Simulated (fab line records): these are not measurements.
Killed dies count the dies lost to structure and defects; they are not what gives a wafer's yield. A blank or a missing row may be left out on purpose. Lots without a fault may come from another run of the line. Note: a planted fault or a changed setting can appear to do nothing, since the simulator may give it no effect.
Which tool is to blame? | flow gf180mcu | 13 lots with 39 wafers sampled at 5 steps, on a route of 602 steps

== WHAT THE GAUGES SHOWED, per wafer ==
GF_M2_OVL_MEAS_15. Usual: M2_OVL 0 nm, standard deviation 6.
lot  | measured     | on         | M2_OVL (nm) | flag
L627 | day 18 19:04 | overlay-02 | 9 15 13     |
L630 | day 20 08:42 | overlay-01 | -3 -6 -10   |
L631 | day 20 16:33 | overlay-02 | 1 0 -6      |
L634 | day 21 23:29 | overlay-02 | -5 -9 1     |
L635 | day 22 00:29 | overlay-01 | 1 -3 -9     |
L639 | day 23 18:31 | overlay-02 | -1 -9 -6    |
L640 | day 23 19:28 | overlay-01 | -7 -6 -10   |
L641 | day 24 06:20 | overlay-02 | 3 4 4       |
L642 | day 24 11:14 | overlay-02 | -1 -6 -3    |
L645 | day 25 12:28 | overlay-01 | -3 2 -2     |
L646 | day 26 02:40 | overlay-01 | -1 2 2      |
L648 | day 26 08:31 | overlay-02 | 7 4 2       |
L649 | day 26 19:43 | overlay-01 | -1 -10 -3   |

GF_V2_BOW_MEAS_05. Usual: V2_BOW 97 um, standard deviation 9.
lot  | measured     | on            | V2_BOW (um)       | flag
L627 | day 18 20:19 | film metro-02 | 76 88 89          |
L630 | day 20 09:58 | film metro-02 | 98 102 106        |
L631 | day 20 17:49 | film metro-03 | 113 101 96        |
L634 | day 22 00:45 | film metro-03 | 96 106 110        |
L635 | day 22 01:53 | film metro-03 | 116 107 102       |
L639 | day 23 19:49 | film metro-04 | 92 77 66          |
L640 | day 23 20:44 | film metro-02 | 105 105 104 - - - |
L641 | day 24 07:36 | film metro-03 | 100 101 113 - - - |
L642 | day 24 12:37 | film metro-03 | 109 102 111 - - - |
L645 | day 25 13:49 | film metro-02 | 88 95 97          |
L646 | day 26 04:14 | film metro-04 | 107 100 112       |
L648 | day 26 09:53 | film metro-02 | 106 83 112        |
L649 | day 26 21:01 | film metro-03 | 92 99 99          |

== WHAT TOOL EACH LOT RAN ON (gives the tool, then ch and the chambers of the sampled wafers, and finally the start) ==
lot  | GF_V1_STRIP_18                       | GF_M2_SPUTTER_01             | GF_V2_CMP_04
L627 | plasma asher-03 ch 0,1, day 17 17:10 | pvd sputter-03, day 17 18:29 | cmp-01 ch 0,1,2, day 18 20:10
L630 | plasma asher-02 ch 0,1, day 19 09:58 | pvd sputter-04, day 19 11:17 | cmp-01 ch 1,2,3, day 20 09:39
L631 | plasma asher-02 ch 0,1, day 19 17:34 | pvd sputter-03, day 19 18:54 | cmp-01 ch 1,2,3, day 20 17:30
L634 | plasma asher-03 ch 0,1, day 20 21:13 | pvd sputter-02, day 20 22:33 | cmp-02 ch 1,2,3, day 22 00:27
L635 | plasma asher-01 ch 0,1, day 20 22:10 | pvd sputter-04, day 20 23:37 | cmp-01 ch 0,1,2, day 22 01:35
L639 | plasma asher-01 ch 0,1, day 22 17:43 | pvd sputter-03, day 22 19:05 | cmp-01 ch 0,2, day 23 19:34
L640 | plasma asher-01 ch 0,1, day 22 19:17 | pvd sputter-03, day 22 20:37 | cmp-02 ch 0,2,3, day 23 20:25
L641 | plasma asher-03 ch 0,1, day 23 05:42 | pvd sputter-02, day 23 07:08 | cmp-02 ch 0,1,3, day 24 07:21
L642 | plasma asher-02 ch 0,1, day 23 11:13 | pvd sputter-04, day 23 12:33 | cmp-01 ch 0,1,2, day 24 12:22
L645 | plasma asher-02 ch 1, day 24 12:37   | pvd sputter-03, day 24 14:17 | cmp-01 ch 0,2,3, day 25 13:31
L646 | plasma asher-02 ch 0,1, day 25 03:53 | pvd sputter-03, day 25 05:13 | cmp-02 ch 2,3, day 26 03:59
L648 | plasma asher-03 ch 0,1, day 25 08:51 | pvd sputter-02, day 25 10:31 | cmp-01 ch 0,2,3, day 26 09:38
L649 | plasma asher-03 ch 1, day 25 20:45   | pvd sputter-03, day 25 22:08 | cmp-02 ch 0,1,2, day 26 20:48
- GF_V1_STRIP_18: strips in O2/N2.
- GF_M2_SPUTTER_01: material TiN, target thk 30 nm, time 25 s.
- GF_V2_CMP_04: polishes SiO2.

== WHAT THE TOOLS THEMSELVES READ (means of the sampled wafers that have a number; where no wafer has one, the mark that the record gives instead) ==
GF_V1_STRIP_18. Usual: drypump motor current A 5.8 A, standard deviation 0.33; heater power w 329 W, standard deviation 29; oes product au 0.592 a.u., standard deviation 0.0046.
lot  | tool            | drypump motor current A (A) | heater power w (W) | oes product au (a.u.) | flag
L627 | plasma asher-03 | 5.9                         | 308                | 0.594                 |
L630 | plasma asher-02 | 6.0                         | 336                | 0.590                 |
L631 | plasma asher-02 | 5.7                         | 336                | 0.594                 |
L634 | plasma asher-03 | 5.9                         | 313                | 0.587                 |
L635 | plasma asher-01 | 5.6                         | 331                | 0.589                 |
L639 | plasma asher-01 | 5.7                         | 355                | 0.594                 |
L640 | plasma asher-01 | 5.7                         | 358                | 0.588                 |
L641 | plasma asher-03 | 5.7                         | 317                | 0.595                 |
L642 | plasma asher-02 | 6.0                         | 334                | 0.598                 |
L645 | plasma asher-02 | 5.5                         | 340                | 0.593                 |
L646 | plasma asher-02 | 6.0                         | 340                | 0.594                 |
L648 | plasma asher-03 | 5.9                         | 307                | 0.595                 |
L649 | plasma asher-03 | 5.5                         | 327                | 0.589                 |

GF_M2_SPUTTER_01. Usual: throttle valve pct 30.3 %, standard deviation 0.99.
lot  | tool           | throttle valve pct (%) | flag
L627 | pvd sputter-03 | 31.1                   |
L630 | pvd sputter-04 | 30.0                   |
L631 | pvd sputter-03 | 31.0                   |
L634 | pvd sputter-02 | 29.8                   |
L635 | pvd sputter-04 | 30.0                   |
L639 | pvd sputter-03 | 31.1                   |
L640 | pvd sputter-03 | 30.7                   |
L641 | pvd sputter-02 | 30.4                   |
L642 | pvd sputter-04 | 30.6                   |
L645 | pvd sputter-03 | 31.6                   |
L646 | pvd sputter-03 | 30.4                   |
L648 | pvd sputter-02 | 30.4                   |
L649 | pvd sputter-03 | 31.3                   |

GF_V2_CMP_04. Usual: edge zone pressure frac 1.000, standard deviation 0.0049; head pressure psi 3.999 psi, standard deviation 0.0082; motor current A 12.4 A, standard deviation 0.56; time to endpoint s 79 s, standard deviation 5.1.
lot  | tool   | edge zone pressure frac | head pressure psi (psi) | motor current A (A) | time to endpoint s (s) | flag
L627 | cmp-01 | 1.001                   | 3.998                   | 11.8                | 78                     |
L630 | cmp-01 | 1.000                   | 3.992                   | 12.6                | 77                     |
L631 | cmp-01 | 1.000                   | 4.001                   | 12.3                | 72                     |
L634 | cmp-02 | 0.999                   | 3.998                   | 12.7                | 79                     |
L635 | cmp-01 | 0.997                   | 3.998                   | 12.0                | 82                     |
L639 | cmp-01 | 0.997                   | 4.002                   | 12.6                | 80                     |
L640 | cmp-02 | -                       | -                       | -                   | -                      | OFF
L641 | cmp-02 | -                       | -                       | -                   | -                      | OFF
L642 | cmp-01 | -                       | -                       | -                   | -                      | OFF
L645 | cmp-01 | 1.003                   | 3.996                   | 12.1                | 76                     |
L646 | cmp-02 | 0.996                   | 3.998                   | 12.3                | 84                     |
L648 | cmp-01 | 1.002                   | 3.989                   | 11.9                | 74                     |
L649 | cmp-02 | 0.998                   | 3.994                   | 12.6                | 86                     |

== THE ANSWER, worked out from the rows above alone ==
Rule: lot off if the mean of its wafers having a number is beyond 3 standard deviations from the usual mean. A lot without any number at a reading at which 4 lots or more have one is off too. The other lots that the step has rows for count as sound. First the gauges in route order, then the tools' own readings, where a lot's mean is used as printed above. At the first step where some lot is off, the reading lying furthest off is the one used; lots without a number count as furthest.
Off: L640, L641, L642, at GF_V2_CMP_04 (edge zone pressure frac). Without a number there: L640, L641, L642.
A tool fits if, at that step or a process step before it, it ran every lot that is off, and no sound lot after the first of them. Of those tried, none fits.

== WHAT THE SIMULATOR PUT IN ==
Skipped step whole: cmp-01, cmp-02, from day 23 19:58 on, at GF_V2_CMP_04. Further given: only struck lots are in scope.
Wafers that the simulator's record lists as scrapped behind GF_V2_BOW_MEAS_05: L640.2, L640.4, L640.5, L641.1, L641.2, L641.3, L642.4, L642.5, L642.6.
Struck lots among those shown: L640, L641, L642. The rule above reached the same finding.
